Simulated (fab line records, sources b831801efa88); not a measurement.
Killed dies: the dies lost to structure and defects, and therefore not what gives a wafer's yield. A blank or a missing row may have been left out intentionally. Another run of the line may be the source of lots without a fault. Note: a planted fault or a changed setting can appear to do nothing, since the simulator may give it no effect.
Which tool is to blame? || flow gf180mcu || 45 wafers from 15 lots sampled at 4 of the route's 602 steps

== WHAT EACH GAUGE READ, for each wafer ==
GF_STI_THK_MEAS_02. Usual: STI_OXIDATION_THK gives 9.92 nm (standard deviation 0.18).
{"lot": "L784", "measured": "day 1 16:31", "on": "filmMetro-02", "STI_OXIDATION_THK (nm)": "10.37 10.37 10.22", "flag": ""}
{"lot": "L785", "measured": "day 1 21:40", "on": "filmMetro-03", "STI_OXIDATION_THK (nm)": "10.05 10.00 9.95", "flag": ""}
{"lot": "L787", "measured": "day 2 07:31", "on": "filmMetro-02", "STI_OXIDATION_THK (nm)": "9.95 10.11 9.88", "flag": ""}
{"lot": "L788", "measured": "day 2 13:35", "on": "filmMetro-02", "STI_OXIDATION_THK (nm)": "10.02 10.32 10.22", "flag": ""}
{"lot": "L789", "measured": "day 2 18:08", "on": "filmMetro-02", "STI_OXIDATION_THK (nm)": "9.83 9.77 9.67", "flag": ""}
{"lot": "L790", "measured": "day 2 22:31", "on": "filmMetro-01", "STI_OXIDATION_THK (nm)": "9.82 9.75 9.66", "flag": ""}
{"lot": "L791", "measured": "day 3 03:31", "on": "filmMetro-01", "STI_OXIDATION_THK (nm)": "9.59 9.66 9.75", "flag": ""}
{"lot": "L792", "measured": "day 3 08:31", "on": "filmMetro-03", "STI_OXIDATION_THK (nm)": "9.89 10.08 10.09", "flag": ""}
{"lot": "L796", "measured": "day 4 04:31", "on": "filmMetro-02", "STI_OXIDATION_THK (nm)": "9.63 9.86 9.83", "flag": ""}
{"lot": "L798", "measured": "day 4 14:50", "on": "filmMetro-01", "STI_OXIDATION_THK (nm)": "9.80 9.90 9.63", "flag": ""}
{"lot": "L799", "measured": "day 4 21:37", "on": "filmMetro-01", "STI_OXIDATION_THK (nm)": "9.84 9.89 9.90", "flag": ""}
{"lot": "L801", "measured": "day 5 10:08", "on": "filmMetro-02", "STI_OXIDATION_THK (nm)": "10.08 10.09 10.24", "flag": ""}
{"lot": "L803", "measured": "day 5 17:44", "on": "filmMetro-03", "STI_OXIDATION_THK (nm)": "10.05 10.08 10.00", "flag": ""}
{"lot": "L804", "measured": "day 5 20:31", "on": "filmMetro-02", "STI_OXIDATION_THK (nm)": "9.84 10.00 9.96", "flag": ""}
{"lot": "L806", "measured": "day 6 06:31", "on": "filmMetro-03", "STI_OXIDATION_THK (nm)": "9.87 9.91 9.78", "flag": ""}

GF_VT_IMPLANT_OVL_MEAS_07. Usual: VT_IMPLANT_OVL gives 0.1 nm (standard deviation 1.2).
{"lot": "L784", "measured": "day 5 21:26", "on": "overlay-01", "VT_IMPLANT_OVL (nm)": "0.8 0.9 3.4", "flag": ""}
{"lot": "L785", "measured": "day 6 02:16", "on": "overlay-02", "VT_IMPLANT_OVL (nm)": "-1.6 -0.7 -1.4", "flag": ""}
{"lot": "L787", "measured": "day 6 12:59", "on": "overlay-01", "VT_IMPLANT_OVL (nm)": "0.0 1.9 -1.5", "flag": ""}
{"lot": "L788", "measured": "day 6 22:10", "on": "overlay-01", "VT_IMPLANT_OVL (nm)": "0.1 0.8 0.3", "flag": ""}
{"lot": "L789", "measured": "day 7 04:20", "on": "overlay-02", "VT_IMPLANT_OVL (nm)": "-0.9 -0.4 0.2", "flag": ""}
{"lot": "L790", "measured": "day 7 07:16", "on": "overlay-02", "VT_IMPLANT_OVL (nm)": "0.2 1.0 -0.3", "flag": ""}
{"lot": "L791", "measured": "day 7 15:51", "on": "overlay-01", "VT_IMPLANT_OVL (nm)": "-0.1 0.3 -1.2", "flag": ""}
{"lot": "L792", "measured": "day 7 22:26", "on": "overlay-01", "VT_IMPLANT_OVL (nm)": "-1.7 -0.7 1.6", "flag": ""}
{"lot": "L796", "measured": "day 9 05:19", "on": "overlay-02", "VT_IMPLANT_OVL (nm)": "-0.6 0.3 1.1", "flag": ""}
{"lot": "L798", "measured": "day 9 17:18", "on": "overlay-01", "VT_IMPLANT_OVL (nm)": "-1.0 -0.8 -1.1", "flag": ""}
{"lot": "L799", "measured": "day 9 20:39", "on": "overlay-02", "VT_IMPLANT_OVL (nm)": "1.3 -0.5 -0.1", "flag": ""}
{"lot": "L801", "measured": "day 10 10:43", "on": "overlay-02", "VT_IMPLANT_OVL (nm)": "0.0 -0.6 -0.7", "flag": ""}
{"lot": "L803", "measured": "day 10 21:16", "on": "overlay-02", "VT_IMPLANT_OVL (nm)": "-1.4 -1.1 -1.6", "flag": ""}
{"lot": "L804", "measured": "day 10 23:01", "on": "overlay-02", "VT_IMPLANT_OVL (nm)": "-0.5 1.4 1.7", "flag": ""}
{"lot": "L806", "measured": "day 11 13:04", "on": "overlay-02", "VT_IMPLANT_OVL (nm)": "0.3 -0.9 0.0", "flag": ""}

GF_HV_LDD_OVL_MEAS_47. Usual: HV_LDD_03_OVL gives -0.5 nm (standard deviation 1.5).
{"lot": "L784", "measured": "day 12 16:47", "on": "overlay-02", "HV_LDD_03_OVL (nm)": "-1.4 1.0 -3.0", "flag": ""}
{"lot": "L785", "measured": "day 12 21:59", "on": "overlay-01", "HV_LDD_03_OVL (nm)": "0.9 0.8 0.3", "flag": ""}
{"lot": "L787", "measured": "day 13 10:29", "on": "overlay-02", "HV_LDD_03_OVL (nm)": "-0.6 0.3 0.3", "flag": ""}
{"lot": "L788", "measured": "day 13 23:08", "on": "overlay-01", "HV_LDD_03_OVL (nm)": "-1.5 -0.6 -0.2", "flag": ""}
{"lot": "L789", "measured": "day 14 11:03", "on": "overlay-01", "HV_LDD_03_OVL (nm)": "0.7 -0.6 0.9", "flag": ""}
{"lot": "L790", "measured": "day 14 15:23", "on": "overlay-02", "HV_LDD_03_OVL (nm)": "-0.8 0.1 -0.9", "flag": ""}
{"lot": "L791", "measured": "day 15 01:55", "on": "overlay-02", "HV_LDD_03_OVL (nm)": "-0.8 1.0 2.2", "flag": ""}
{"lot": "L792", "measured": "day 15 08:19", "on": "overlay-01", "HV_LDD_03_OVL (nm)": "-0.2 -0.2 0.5", "flag": ""}
{"lot": "L796", "measured": "day 17 02:07", "on": "overlay-01", "HV_LDD_03_OVL (nm)": "56.2 57.2 57.8", "flag": "OFF"}
{"lot": "L798", "measured": "day 17 18:28", "on": "overlay-02", "HV_LDD_03_OVL (nm)": "58.5 59.0 57.2", "flag": "OFF"}
{"lot": "L799", "measured": "day 17 23:01", "on": "overlay-01", "HV_LDD_03_OVL (nm)": "56.9 57.7 58.2", "flag": "OFF"}
{"lot": "L801", "measured": "day 18 16:28", "on": "overlay-02", "HV_LDD_03_OVL (nm)": "-3.3 -2.8 -0.6", "flag": ""}
{"lot": "L803", "measured": "day 19 06:21", "on": "overlay-01", "HV_LDD_03_OVL (nm)": "2.5 1.4 1.5", "flag": ""}
{"lot": "L804", "measured": "day 19 10:37", "on": "overlay-01", "HV_LDD_03_OVL (nm)": "0.6 3.2 3.6", "flag": ""}
{"lot": "L806", "measured": "day 20 01:01", "on": "overlay-02", "HV_LDD_03_OVL (nm)": "0.1 -1.6 -3.4", "flag": ""}

== WHAT TOOL EACH LOT RAN ON (gives the tool, then ch and the chambers of the sampled wafers, and finally the start) ==
{"lot": "L784", "GF_HV_LDD_EXPOSE_43": "ilineStepper-02 ch 0, day 12 07:01"}
{"lot": "L785", "GF_HV_LDD_EXPOSE_43": "ilineStepper-01 ch 0, day 12 12:03"}
{"lot": "L787", "GF_HV_LDD_EXPOSE_43": "ilineStepper-01 ch 0, day 13 00:58"}
{"lot": "L788", "GF_HV_LDD_EXPOSE_43": "ilineStepper-01 ch 0, day 13 12:43"}
{"lot": "L789", "GF_HV_LDD_EXPOSE_43": "ilineStepper-01 ch 0, day 14 01:04"}
{"lot": "L790", "GF_HV_LDD_EXPOSE_43": "ilineStepper-02 ch 0, day 14 04:52"}
{"lot": "L791", "GF_HV_LDD_EXPOSE_43": "ilineStepper-01 ch 0, day 14 15:20"}
{"lot": "L792", "GF_HV_LDD_EXPOSE_43": "ilineStepper-02 ch 0, day 14 21:28"}
{"lot": "L796", "GF_HV_LDD_EXPOSE_43": "ilineStepper-02 ch 0, day 16 15:11"}
{"lot": "L798", "GF_HV_LDD_EXPOSE_43": "ilineStepper-02 ch 0, day 17 06:45"}
{"lot": "L799", "GF_HV_LDD_EXPOSE_43": "ilineStepper-02 ch 0, day 17 11:31"}
{"lot": "L801", "GF_HV_LDD_EXPOSE_43": "ilineStepper-01 ch 0, day 18 04:34"}
{"lot": "L803", "GF_HV_LDD_EXPOSE_43": "ilineStepper-01 ch 0, day 18 18:52"}
{"lot": "L804", "GF_HV_LDD_EXPOSE_43": "ilineStepper-01 ch 0, day 18 22:11"}
{"lot": "L806", "GF_HV_LDD_EXPOSE_43": "ilineStepper-01 ch 0, day 19 13:28"}
- GF_HV_LDD_EXPOSE_43: exposes mask Pplus HV AREA, target cd 400 nm.

== AS READ BY THE TOOLS THEMSELVES (means over the sampled wafers that have a number; for cases with no such wafer, the mark the record gives instead) ==
The record holds no such reading with a usual standard deviation.

== THE ANSWER, worked out from the rows above alone ==
Rule: lot off if the mean of its wafers having a number is beyond 3 standard deviations from the usual mean. A lot without any number at a reading at which 4 lots or more have one is off too. All remaining lots with rows at the step are treated as sound. The gauges are gone through in route order, then the tools' own readings, and for those a lot's mean is taken as printed above. The first step at which some lot is off is used, and at that step the reading that is off furthest; a lot without a number counts as furthest.
Off: L796, L798, L799, seen at GF_HV_LDD_OVL_MEAS_47 (HV_LDD_03_OVL).
A tool fits if, at a process step before that reading, it ran every lot that is off, and no sound lot after the first of them. Those tools and the gauges at GF_HV_LDD_OVL_MEAS_47 are tried in the same way. One candidate fits, namely ilineStepper-02 at GF_HV_LDD_EXPOSE_43. Its last sound lot is L792 (day 14 21:28), its first lot that is off L796 (day 16 15:11): a fault that began between those two fits.

== WHAT THE SIMULATOR HAD PUT IN ==
Scanner matching overlay: ilineStepper-02, from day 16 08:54 on, at GF_HV_LDD_EXPOSE_43. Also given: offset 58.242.
Shown lots that were struck: L796, L798, L799. Same finding as the rule above.
